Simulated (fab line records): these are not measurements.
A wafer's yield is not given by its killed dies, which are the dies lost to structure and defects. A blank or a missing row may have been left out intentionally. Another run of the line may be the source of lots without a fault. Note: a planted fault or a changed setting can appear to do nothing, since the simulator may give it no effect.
Which of the tools did it? :: flow sky130 :: Sampling: 13 lots, 39 wafers, 4 of 708 route steps

WHAT THE GAUGES SHOWED, per wafer
SKY_SONOS_TUNNEL_OVL_MEAS_08.
lot: L741
measured: day 11 07:31
on: overlay-02
SONOS_TUNNEL_OVL (nm): 1.5 -0.5 1.6

lot: L743
measured: day 11 23:16
on: overlay-02
SONOS_TUNNEL_OVL (nm): -0.2 0.0 -0.7

lot: L745
measured: day 12 22:46
on: overlay-01
SONOS_TUNNEL_OVL (nm): -3.5 -0.9 -1.5

lot: L746
measured: day 13 01:49
on: overlay-02
SONOS_TUNNEL_OVL (nm): 1.4 1.2 0.7

lot: L751
measured: day 15 00:58
on: overlay-02
SONOS_TUNNEL_OVL (nm): 1.9 -0.1 -1.3

lot: L752
measured: day 15 15:40
on: overlay-02
SONOS_TUNNEL_OVL (nm): 0.6 1.2 1.3

lot: L753
measured: day 16 00:53
on: overlay-02
SONOS_TUNNEL_OVL (nm): -0.2 -1.1 -0.8

lot: L755
measured: day 16 07:28
on: overlay-02
SONOS_TUNNEL_OVL (nm): 0.0 0.0 0.3

lot: L756
measured: day 16 12:38
on: overlay-02
SONOS_TUNNEL_OVL (nm): 0.9 -1.0 -1.6

lot: L757
measured: day 16 22:04
on: overlay-01
SONOS_TUNNEL_OVL (nm): 1.1 0.2 1.6

lot: L758
measured: day 17 05:22
on: overlay-01
SONOS_TUNNEL_OVL (nm): 1.4 0.4 0.0

lot: L761
measured: day 18 03:55
on: overlay-01
SONOS_TUNNEL_OVL (nm): 0.4 1.3 -0.7

lot: L764
measured: day 19 00:28
on: overlay-02
SONOS_TUNNEL_OVL (nm): 0.8 0.7 1.2

SKY_POLY_GATE_THK_MEAS_21.
lot: L741
measured: day 16 15:09
on: film_metro-03
POLY_GATE_OXIDATION_THK (nm): 4.20 4.14 4.11

lot: L743
measured: day 17 09:08
on: film_metro-02
POLY_GATE_OXIDATION_THK (nm): 4.15 4.15 4.17

lot: L745
measured: day 18 04:23
on: film_metro-02
POLY_GATE_OXIDATION_THK (nm): 3.94 3.88 3.82

lot: L746
measured: day 18 11:52
on: film_metro-01
POLY_GATE_OXIDATION_THK (nm): 3.85 3.85 3.89

lot: L751
measured: day 20 19:04
on: film_metro-03
POLY_GATE_OXIDATION_THK (nm): 3.89 3.95 3.98

lot: L752
measured: day 21 05:52
on: film_metro-03
POLY_GATE_OXIDATION_THK (nm): 3.91 3.94 3.92

lot: L753
measured: day 21 15:52
on: film_metro-01
POLY_GATE_OXIDATION_THK (nm): 4.02 4.00 3.96

lot: L755
measured: day 23 05:34
on: film_metro-03
POLY_GATE_OXIDATION_THK (nm): 4.16 4.04 4.18

lot: L756
measured: day 23 01:59
on: film_metro-02
POLY_GATE_OXIDATION_THK (nm): 4.04 3.97 4.01

lot: L757
measured: day 23 04:50
on: film_metro-02
POLY_GATE_OXIDATION_THK (nm): 4.02 4.04 4.06

lot: L758
measured: day 23 04:20
on: film_metro-02
POLY_GATE_OXIDATION_THK (nm): 4.03 4.03 4.00

lot: L761
measured: day 23 20:31
on: film_metro-01
POLY_GATE_OXIDATION_THK (nm): 4.01 3.94 4.00

lot: L764
measured: day 24 23:11
on: film_metro-01
POLY_GATE_OXIDATION_THK (nm): 3.96 3.93 4.08

TOOL THAT RAN EACH LOT (tool first, then ch and the chambers of the sampled wafers, then the start)
lot: L741
SKY_RES_PROTECT_DEHYDRATE_00: litho_track-01 ch 0, day 14 11:34
SKY_POLY_GATE_ETCH_15: rie_diel-04 ch 0,1,2, day 16 08:08

lot: L743
SKY_RES_PROTECT_DEHYDRATE_00: litho_track-01 ch 0, day 15 08:32
SKY_POLY_GATE_ETCH_15: rie_diel-04 ch 1,2, day 17 05:45

lot: L745
SKY_RES_PROTECT_DEHYDRATE_00: litho_track-03 ch 0, day 16 05:03
SKY_POLY_GATE_ETCH_15: rie_diel-04 ch 0,1,2, day 18 02:44

lot: L746
SKY_RES_PROTECT_DEHYDRATE_00: litho_track-01 ch 0, day 16 10:29
SKY_POLY_GATE_ETCH_15: rie_diel-02 ch 2,3, day 18 10:05

lot: L751
SKY_RES_PROTECT_DEHYDRATE_00: litho_track-01 ch 0, day 18 16:38
SKY_POLY_GATE_ETCH_15: rie_diel-04 ch 1,2,3, day 20 17:26

lot: L752
SKY_RES_PROTECT_DEHYDRATE_00: litho_track-03 ch 0, day 19 03:58
SKY_POLY_GATE_ETCH_15: rie_diel-02 ch 0,3, day 21 04:11

lot: L753
SKY_RES_PROTECT_DEHYDRATE_00: litho_track-01 ch 0, day 19 12:14
SKY_POLY_GATE_ETCH_15: rie_diel-02 ch 0,1, day 21 14:14

lot: L755
SKY_RES_PROTECT_DEHYDRATE_00: litho_track-04 ch 0, day 21 01:23
SKY_POLY_GATE_ETCH_15: rie_diel-02 ch 1,2,3, day 23 03:25

lot: L756
SKY_RES_PROTECT_DEHYDRATE_00: litho_track-04 ch 0, day 20 23:50
SKY_POLY_GATE_ETCH_15: rie_diel-03 ch 1,2,3, day 23 00:20

lot: L757
SKY_RES_PROTECT_DEHYDRATE_00: litho_track-03 ch 0, day 21 01:40
SKY_POLY_GATE_ETCH_15: rie_diel-03 ch 0,1,3, day 23 02:57

lot: L758
SKY_RES_PROTECT_DEHYDRATE_00: litho_track-01 ch 0, day 21 01:04
SKY_POLY_GATE_ETCH_15: rie_diel-04 ch 1,2,3, day 23 02:41

lot: L761
SKY_RES_PROTECT_DEHYDRATE_00: litho_track-01 ch 0, day 21 18:44
SKY_POLY_GATE_ETCH_15: rie_diel-04 ch 2,3, day 23 17:44

lot: L764
SKY_RES_PROTECT_DEHYDRATE_00: litho_track-04 ch 0, day 22 18:58
SKY_POLY_GATE_ETCH_15: rie_diel-03 ch 1,2,3, day 24 18:29
- SKY_RES_PROTECT_DEHYDRATE_00: time 60 s.
- SKY_POLY_GATE_ETCH_15: etches BARC in N2/H2, stops on SiO2, time 118.5 s, target depth 110 nm.

AS READ BY THE TOOLS THEMSELVES (means over the sampled wafers that have a number; for cases with no such wafer, the mark the record gives instead)
SKY_RES_PROTECT_DEHYDRATE_00.
lot: L741
tool: litho_track-01
heater_power_total_W (W): 160.38
plate_temp_C (C): 199.90

lot: L743
tool: litho_track-01
heater_power_total_W (W): 157.01
plate_temp_C (C): 196.87

lot: L745
tool: litho_track-03
heater_power_total_W (W): 160.32
plate_temp_C (C): 200.02

lot: L746
tool: litho_track-01
heater_power_total_W (W): 157.11
plate_temp_C (C): 196.71

lot: L751
tool: litho_track-01
heater_power_total_W (W): 160.38
plate_temp_C (C): 200.12

lot: L752
tool: litho_track-03
heater_power_total_W (W): 160.36
plate_temp_C (C): 199.89

lot: L753
tool: litho_track-01
heater_power_total_W (W): 160.39
plate_temp_C (C): 199.91

lot: L755
tool: litho_track-04
heater_power_total_W (W): 160.49
plate_temp_C (C): 200.06

lot: L756
tool: litho_track-04
heater_power_total_W (W): 160.39
plate_temp_C (C): 200.09

lot: L757
tool: litho_track-03
heater_power_total_W (W): 160.32
plate_temp_C (C): 200.03

lot: L758
tool: litho_track-01
heater_power_total_W (W): 160.37
plate_temp_C (C): 199.92

lot: L761
tool: litho_track-01
heater_power_total_W (W): 160.29
plate_temp_C (C): 199.93

lot: L764
tool: litho_track-04
heater_power_total_W (W): 160.50
plate_temp_C (C): 199.87

SKY_POLY_GATE_ETCH_15.
lot: L741
tool: rie_diel-04
drypump_motor_current_A (A): 5.3
oes_product_au (a.u.): 0.712
throttle_valve_pct (%): 13.214

lot: L743
tool: rie_diel-04
drypump_motor_current_A (A): 5.6
oes_product_au (a.u.): 0.715
throttle_valve_pct (%): 13.215

lot: L745
tool: rie_diel-04
drypump_motor_current_A (A): 5.4
oes_product_au (a.u.): 0.721
throttle_valve_pct (%): 13.216

lot: L746
tool: rie_diel-02
drypump_motor_current_A (A): 6.2
oes_product_au (a.u.): 0.719
throttle_valve_pct (%): 13.208

lot: L751
tool: rie_diel-04
drypump_motor_current_A (A): 5.3
oes_product_au (a.u.): 0.717
throttle_valve_pct (%): 13.211

lot: L752
tool: rie_diel-02
drypump_motor_current_A (A): 6.0
oes_product_au (a.u.): 0.720
throttle_valve_pct (%): 13.210

lot: L753
tool: rie_diel-02
drypump_motor_current_A (A): 5.6
oes_product_au (a.u.): 0.710
throttle_valve_pct (%): 13.212

lot: L755
tool: rie_diel-02
drypump_motor_current_A (A): 5.9
oes_product_au (a.u.): 0.716
throttle_valve_pct (%): 13.213

lot: L756
tool: rie_diel-03
drypump_motor_current_A (A): 5.3
oes_product_au (a.u.): 0.716
throttle_valve_pct (%): 13.217

lot: L757
tool: rie_diel-03
drypump_motor_current_A (A): 5.6
oes_product_au (a.u.): 0.718
throttle_valve_pct (%): 13.223

lot: L758
tool: rie_diel-04
drypump_motor_current_A (A): 5.3
oes_product_au (a.u.): 0.710
throttle_valve_pct (%): 13.213

lot: L761
tool: rie_diel-04
drypump_motor_current_A (A): 5.2
oes_product_au (a.u.): 0.713
throttle_valve_pct (%): 13.227

lot: L764
tool: rie_diel-03
drypump_motor_current_A (A): 5.3
oes_product_au (a.u.): 0.718
throttle_valve_pct (%): 13.204

THE ANSWER, worked out from the rows above alone
Rule: usual is defined by the lots themselves. The widest of any qualifying gaps counts: lots, ordered by their means at a reading, are off when they make up no more than a third of the lots, leave a main group of 4 or more, and stand apart from it by 3 or more times the standard deviation of that group's means. The tables above print the reading to a certain number of digits; a main group whose means all agree to those digits is not used. A lot without any number at a reading at which 4 lots or more have one is off too. Any other lot the step has rows for is counted as sound. The gauges are gone through in route order, then the tools' own readings, and for those a lot's mean is taken as printed above. At the first step where some lot is off, the reading lying furthest off is the one used; lots without a number count as furthest.
Off: L743, L746, at SKY_RES_PROTECT_DEHYDRATE_00 (heater_power_total_W). For the main group the mean is 160.38 W and the standard deviation 0.062.
A tool fits if, at that step or a process step before it, it ran every lot that is off, and no sound lot after the first of them. No candidate that was tried fits.

WHAT HAD BEEN PUT IN BY THE SIMULATOR
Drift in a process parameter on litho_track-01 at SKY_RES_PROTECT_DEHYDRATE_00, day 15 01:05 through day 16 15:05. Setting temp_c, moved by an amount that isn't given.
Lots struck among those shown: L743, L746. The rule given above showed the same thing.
